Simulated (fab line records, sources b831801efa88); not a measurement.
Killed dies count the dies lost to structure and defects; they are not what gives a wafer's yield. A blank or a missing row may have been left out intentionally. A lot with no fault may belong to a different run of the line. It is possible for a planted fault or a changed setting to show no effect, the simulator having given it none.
Which of the tools did it? ; flow sfq line ; Sampling: 6 lots, 18 wafers, 4 of 325 route steps

WHAT THE GAUGES SHOWED, per wafer
SFQ_M8_BOW_MEAS_951.
lot;measured;on;M8_BOW (um)
L347;day 76 01:19;film metro-01;21 25 18
L349;day 76 05:59;film metro-03;19 20 8
L351;day 83 03:36;film metro-02;1 2 1
L354;day 83 10:48;film metro-03;12 7 22
L359;day 84 09:31;film metro-01;13 10 17
L365;day 86 11:55;film metro-01;29 28 20

WHICH TOOL RAN EACH LOT (tool, then ch and the chambers of the sampled wafers, then the start)
lot;SFQ_TRILAYER_I2_CMP_CMP_064;SFQ_TRILAYER_A5C_DEP_PECVD_142;SFQ_TRILAYER_I7_METRO_MEASURE_185
L347;cmp-02 ch 2,3, day 33 17:43;pecvd-03 ch 1,2, day 51 07:41;film metro-02, day 68 03:35
L349;cmp-02 ch 0,1,3, day 34 08:13;pecvd-03 ch 0,1,2, day 58 06:40;film metro-04, day 68 08:13
L351;cmp-02 ch 0,2,3, day 35 00:38;pecvd-03 ch 1,2, day 64 03:37;film metro-03, day 79 00:16
L354;cmp-01 ch 1,2, day 36 10:23;pecvd-01 ch 0,2, day 64 12:37;film metro-03, day 79 13:59
L359;cmp-02 ch 0,1, day 42 16:05;pecvd-03 ch 1,2, day 65 01:44;film metro-02, day 80 11:11
L365;cmp-01 ch 1,2,3, day 44 23:44;pecvd-01 ch 1,2, day 71 17:17;film metro-04, day 82 19:59
- SFQ_TRILAYER_I2_CMP_CMP_064: polishes SiO2.
- SFQ_TRILAYER_A5C_DEP_PECVD_142: deposits SiO2 from SiH4/N2O, time 15.556 s, target thk 70 nm.
- SFQ_TRILAYER_I7_METRO_MEASURE_185

THE ANSWER, worked out from the rows above alone
Rule: what is usual is taken from the lots themselves. The widest of any qualifying gaps counts: lots, ordered by their means at a reading, are off when they make up no more than a third of the lots, leave a main group of 4 or more, and stand apart from it by 3 or more times the standard deviation of that group's means. The tables above print the reading to a certain number of digits; a main group whose means all agree to those digits is not used. A lot without any number at a reading at which 4 lots or more have one is off too. All remaining lots with rows at the step are treated as sound.
Across all readings shown, no lot is off: no conclusion can be drawn from this.

WHAT THE SIMULATOR HAD INSERTED
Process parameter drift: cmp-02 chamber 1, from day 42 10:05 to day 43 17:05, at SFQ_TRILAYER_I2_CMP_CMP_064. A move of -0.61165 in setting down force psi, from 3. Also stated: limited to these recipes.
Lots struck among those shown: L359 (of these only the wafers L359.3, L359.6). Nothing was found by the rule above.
